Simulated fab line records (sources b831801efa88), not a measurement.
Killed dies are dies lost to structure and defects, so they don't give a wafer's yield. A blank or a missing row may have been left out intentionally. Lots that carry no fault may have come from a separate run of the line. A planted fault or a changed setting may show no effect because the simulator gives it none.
Which tool is to blame? :: flow gf180mcu :: 13 lots, 39 wafers sampled, at 5 steps of a route of 602

== WHAT THE GAUGES READ, wafer by wafer ==
GF_HV_LDD_TW_MEAS_11. Usual: HV_LDD_TW gives 2434 (standard deviation 27).
lot: L303
measured: day 10 00:55
on: film-metro-02
HV_LDD_TW: 2481 2478 2461
flag: 

lot: L306
measured: day 10 22:58
on: film-metro-04
HV_LDD_TW: 2421 2422 2429
flag: 

lot: L308
measured: day 11 12:07
on: film-metro-04
HV_LDD_TW: 2442 2431 2429
flag: 

lot: L309
measured: day 11 19:25
on: film-metro-02
HV_LDD_TW: 2484 2469 2473
flag: 

lot: L311
measured: day 12 11:10
on: film-metro-01
HV_LDD_TW: 2408 2402 2417
flag: 

lot: L313
measured: day 13 05:37
on: film-metro-01
HV_LDD_TW: 2419 2407 2407
flag: 

lot: L317
measured: day 14 07:06
on: film-metro-04
HV_LDD_TW: 2426 2429 2412
flag: 

lot: L321
measured: day 16 07:39
on: film-metro-01
HV_LDD_TW: 2417 2424 2440
flag: 

lot: L323
measured: day 16 11:27
on: film-metro-04
HV_LDD_TW: 2423 2425 2428
flag: 

lot: L322
measured: day 16 14:00
on: film-metro-01
HV_LDD_TW: 2431 2421 2430
flag: 

lot: L324
measured: day 16 16:38
on: film-metro-04
HV_LDD_TW: 2427 2440 2427
flag: 

lot: L325
measured: day 17 04:58
on: film-metro-02
HV_LDD_TW: 2484 2463 2476
flag: 

lot: L326
measured: day 17 08:26
on: film-metro-04
HV_LDD_TW: 2410 2423 2413
flag: 

GF_HV_LDD_CD_MEAS_19: the cd target is 400 nm. Usual: cd-nm reads 400.2 nm (standard deviation 2.4).
lot: L303
measured: day 10 18:32
on: cd-sem-02
cd-nm (nm): 401.8 402.2 403.5
flag: 

lot: L306
measured: day 11 17:26
on: cd-sem-01
cd-nm (nm): 401.6 401.0 398.3
flag: 

lot: L308
measured: day 12 06:56
on: cd-sem-01
cd-nm (nm): 404.3 403.5 404.1
flag: 

lot: L309
measured: day 12 14:50
on: cd-sem-01
cd-nm (nm): 398.3 400.3 401.9
flag: 

lot: L311
measured: day 13 06:50
on: cd-sem-02
cd-nm (nm): 400.3 401.4 402.6
flag: 

lot: L313
measured: day 14 01:35
on: cd-sem-01
cd-nm (nm): 396.0 398.1 400.5
flag: 

lot: L317
measured: day 15 04:20
on: cd-sem-01
cd-nm (nm): 400.1 402.4 401.7
flag: 

lot: L321
measured: day 17 06:25
on: cd-sem-02
cd-nm (nm): 399.7 401.6 402.2
flag: 

lot: L323
measured: day 17 09:39
on: cd-sem-02
cd-nm (nm): 400.3 401.4 399.6
flag: 

lot: L322
measured: day 17 13:19
on: cd-sem-01
cd-nm (nm): 404.7 401.2 402.4
flag: 

lot: L324
measured: day 17 15:17
on: cd-sem-02
cd-nm (nm): 401.0 400.2 400.5
flag: 

lot: L325
measured: day 18 04:19
on: cd-sem-01
cd-nm (nm): 398.0 399.4 400.9
flag: 

lot: L326
measured: day 18 07:23
on: cd-sem-02
cd-nm (nm): 397.7 398.2 398.2
flag: 

GF_HV_LDD_RS_MEAS_53: measures by four-point-probe. Usual: HV_LDD_RS gives 418.6 ohm/sq (standard deviation 0.93).
lot: L303
measured: day 12 10:46
on: film-metro-04
HV_LDD_RS (ohm/sq): 419.0 419.5 418.5
flag: 

lot: L306
measured: day 13 09:34
on: film-metro-02
HV_LDD_RS (ohm/sq): 418.1 419.2 419.6
flag: 

lot: L308
measured: day 14 00:38
on: film-metro-04
HV_LDD_RS (ohm/sq): 418.8 419.1 418.9
flag: 

lot: L309
measured: day 14 10:05
on: film-metro-02
HV_LDD_RS (ohm/sq): 418.4 418.9 417.0
flag: 

lot: L311
measured: day 15 02:25
on: film-metro-01
HV_LDD_RS (ohm/sq): 413.2 413.9 412.8
flag: OFF

lot: L313
measured: day 15 22:32
on: film-metro-01
HV_LDD_RS (ohm/sq): 415.0 414.9 414.3
flag: OFF

lot: L317
measured: day 17 02:20
on: film-metro-02
HV_LDD_RS (ohm/sq): 416.8 416.3 418.0
flag: 

lot: L321
measured: day 19 07:44
on: film-metro-04
HV_LDD_RS (ohm/sq): 417.8 418.2 417.2
flag: 

lot: L323
measured: day 19 10:53
on: film-metro-04
HV_LDD_RS (ohm/sq): 418.5 419.7 419.4
flag: 

lot: L322
measured: day 19 14:08
on: film-metro-04
HV_LDD_RS (ohm/sq): 417.0 418.7 417.2
flag: 

lot: L324
measured: day 19 17:40
on: film-metro-01
HV_LDD_RS (ohm/sq): 418.0 417.1 417.9
flag: 

lot: L325
measured: day 20 06:18
on: film-metro-01
HV_LDD_RS (ohm/sq): 418.5 418.7 418.4
flag: 

lot: L326
measured: day 20 09:39
on: film-metro-04
HV_LDD_RS (ohm/sq): 417.6 417.5 419.8
flag: 

== WHICH TOOL RAN EACH LOT (tool, then ch and the chambers of the sampled wafers, then the start) ==
lot: L303
GF_DUAL_GATE_STRIP_13: plasma-asher-03 ch 0,1, day 8 08:49
GF_HV_LDD_IMPLANT_34: implanter-03 ch 0, day 11 14:03

lot: L306
GF_DUAL_GATE_STRIP_13: plasma-asher-01 ch 0, day 9 05:20
GF_HV_LDD_IMPLANT_34: implanter-02 ch 0, day 12 12:52

lot: L308
GF_DUAL_GATE_STRIP_13: plasma-asher-01 ch 0, day 9 16:23
GF_HV_LDD_IMPLANT_34: implanter-02 ch 0, day 13 03:10

lot: L309
GF_DUAL_GATE_STRIP_13: plasma-asher-04 ch 0,1, day 10 00:14
GF_HV_LDD_IMPLANT_34: implanter-03 ch 0, day 13 12:02

lot: L311
GF_DUAL_GATE_STRIP_13: plasma-asher-04 ch 0,1, day 10 12:10
GF_HV_LDD_IMPLANT_34: implanter-03 ch 0, day 14 04:34

lot: L313
GF_DUAL_GATE_STRIP_13: plasma-asher-01 ch 0,1, day 11 07:23
GF_HV_LDD_IMPLANT_34: implanter-03 ch 0, day 14 23:51

lot: L317
GF_DUAL_GATE_STRIP_13: plasma-asher-01 ch 1, day 12 09:22
GF_HV_LDD_IMPLANT_34: implanter-01 ch 0, day 16 02:36

lot: L321
GF_DUAL_GATE_STRIP_13: plasma-asher-01 ch 0, day 14 06:53
GF_HV_LDD_IMPLANT_34: implanter-03 ch 0, day 18 06:01

lot: L323
GF_DUAL_GATE_STRIP_13: plasma-asher-01 ch 0,1, day 14 10:34
GF_HV_LDD_IMPLANT_34: implanter-03 ch 0, day 18 10:18

lot: L322
GF_DUAL_GATE_STRIP_13: plasma-asher-01 ch 0,1, day 14 12:31
GF_HV_LDD_IMPLANT_34: implanter-03 ch 0, day 18 12:55

lot: L324
GF_DUAL_GATE_STRIP_13: plasma-asher-03 ch 0,1, day 14 14:34
GF_HV_LDD_IMPLANT_34: implanter-03 ch 0, day 18 15:51

lot: L325
GF_DUAL_GATE_STRIP_13: plasma-asher-01 ch 0,1, day 15 03:38
GF_HV_LDD_IMPLANT_34: implanter-02 ch 0, day 19 04:46

lot: L326
GF_DUAL_GATE_STRIP_13: plasma-asher-01 ch 0,1, day 15 04:11
GF_HV_LDD_IMPLANT_34: implanter-02 ch 0, day 19 08:05
- GF_DUAL_GATE_STRIP_13: strips in O2/N2.
- GF_HV_LDD_IMPLANT_34

== WHAT THE TOOLS THEMSELVES READ (means of the sampled wafers that have a number; where no wafer has one, the mark that the record gives instead) ==
GF_DUAL_GATE_STRIP_13. Usual: drypump-motor-current-A 5.9 A, standard deviation 0.58; heater-power-w 352 W, standard deviation 34; oes-product-au 0.716 a.u., standard deviation 0.005; strip-time-to-endpoint-s 12.62 s, standard deviation 0.036.
lot: L303
tool: plasma-asher-03
drypump-motor-current-A (A): 5.2
heater-power-w (W): 324
oes-product-au (a.u.): 0.714
strip-time-to-endpoint-s (s): 12.60
flag: 

lot: L306
tool: plasma-asher-01
drypump-motor-current-A (A): 6.7
heater-power-w (W): 345
oes-product-au (a.u.): 0.719
strip-time-to-endpoint-s (s): 12.64
flag: 

lot: L308
tool: plasma-asher-01
drypump-motor-current-A (A): 6.7
heater-power-w (W): 338
oes-product-au (a.u.): 0.718
strip-time-to-endpoint-s (s): 12.61
flag: 

lot: L309
tool: plasma-asher-04
drypump-motor-current-A (A): 5.8
heater-power-w (W): 375
oes-product-au (a.u.): 0.722
strip-time-to-endpoint-s (s): 12.67
flag: 

lot: L311
tool: plasma-asher-04
drypump-motor-current-A (A): 5.8
heater-power-w (W): 373
oes-product-au (a.u.): 0.715
strip-time-to-endpoint-s (s): 12.63
flag: 

lot: L313
tool: plasma-asher-01
drypump-motor-current-A (A): 6.0
heater-power-w (W): 376
oes-product-au (a.u.): 0.714
strip-time-to-endpoint-s (s): 12.59
flag: 

lot: L317
tool: plasma-asher-01
drypump-motor-current-A (A): 5.6
heater-power-w (W): 393
oes-product-au (a.u.): 0.718
strip-time-to-endpoint-s (s): 12.60
flag: 

lot: L321
tool: plasma-asher-01
drypump-motor-current-A (A): 6.8
heater-power-w (W): 347
oes-product-au (a.u.): 0.723
strip-time-to-endpoint-s (s): 12.57
flag: 

lot: L323
tool: plasma-asher-01
drypump-motor-current-A (A): 6.3
heater-power-w (W): 360
oes-product-au (a.u.): 0.717
strip-time-to-endpoint-s (s): 12.59
flag: 

lot: L322
tool: plasma-asher-01
drypump-motor-current-A (A): 6.3
heater-power-w (W): 350
oes-product-au (a.u.): 0.716
strip-time-to-endpoint-s (s): 12.61
flag: 

lot: L324
tool: plasma-asher-03
drypump-motor-current-A (A): 5.4
heater-power-w (W): 321
oes-product-au (a.u.): 0.709
strip-time-to-endpoint-s (s): 12.62
flag: 

lot: L325
tool: plasma-asher-01
drypump-motor-current-A (A): 6.3
heater-power-w (W): 362
oes-product-au (a.u.): 0.719
strip-time-to-endpoint-s (s): 12.68
flag: 

lot: L326
tool: plasma-asher-01
drypump-motor-current-A (A): 6.0
heater-power-w (W): 378
oes-product-au (a.u.): 0.717
strip-time-to-endpoint-s (s): 12.65
flag: 

GF_HV_LDD_IMPLANT_34. Usual: dose-ions-cm2 7.499e+12, standard deviation 7.8e+09; faraday-current-uA 42.3, standard deviation 0.89.
lot: L303
tool: implanter-03
dose-ions-cm2: 7.501e+12
faraday-current-uA: 42.0
flag: 

lot: L306
tool: implanter-02
dose-ions-cm2: 7.503e+12
faraday-current-uA: 42.5
flag: 

lot: L308
tool: implanter-02
dose-ions-cm2: 7.501e+12
faraday-current-uA: 42.6
flag: 

lot: L309
tool: implanter-03
dose-ions-cm2: 7.494e+12
faraday-current-uA: 41.8
flag: 

lot: L311
tool: implanter-03
dose-ions-cm2: 9.220e+12
faraday-current-uA: 52.0
flag: OFF

lot: L313
tool: implanter-03
dose-ions-cm2: 9.224e+12
faraday-current-uA: 53.5
flag: OFF

lot: L317
tool: implanter-01
dose-ions-cm2: 7.492e+12
faraday-current-uA: 41.4
flag: 

lot: L321
tool: implanter-03
dose-ions-cm2: 7.507e+12
faraday-current-uA: 42.1
flag: 

lot: L323
tool: implanter-03
dose-ions-cm2: 7.505e+12
faraday-current-uA: 42.8
flag: 

lot: L322
tool: implanter-03
dose-ions-cm2: 7.502e+12
faraday-current-uA: 41.8
flag: 

lot: L324
tool: implanter-03
dose-ions-cm2: 7.504e+12
faraday-current-uA: 42.1
flag: 

lot: L325
tool: implanter-02
dose-ions-cm2: 7.494e+12
faraday-current-uA: 42.7
flag: 

lot: L326
tool: implanter-02
dose-ions-cm2: 7.500e+12
faraday-current-uA: 42.5
flag: 

== THE ANSWER, worked out from the rows above alone ==
Rule: a lot is off if the mean of its wafers that have a number lies more than 3 standard deviations from the usual mean. A lot without any number at a reading at which 4 lots or more have one is off too. The other lots that the step has rows for count as sound. The gauges are gone through in route order, then the tools' own readings, and for those a lot's mean is taken as printed above. The first step at which some lot is off is used, and at that step the reading that is off furthest; a lot without a number counts as furthest.
Off: at GF_HV_LDD_RS_MEAS_53 (HV_LDD_RS), L311, L313.
A tool fits if, at a process step before that reading, it ran every lot that is off, and no sound lot after the first of them. Not tried: the gauges at GF_HV_LDD_RS_MEAS_53; whatever is off there is also off at GF_HV_LDD_IMPLANT_34, on other tools, and gauge error can't account for it. Not one of the candidates tried fits.

== WHAT THE SIMULATOR HAD INSERTED ==
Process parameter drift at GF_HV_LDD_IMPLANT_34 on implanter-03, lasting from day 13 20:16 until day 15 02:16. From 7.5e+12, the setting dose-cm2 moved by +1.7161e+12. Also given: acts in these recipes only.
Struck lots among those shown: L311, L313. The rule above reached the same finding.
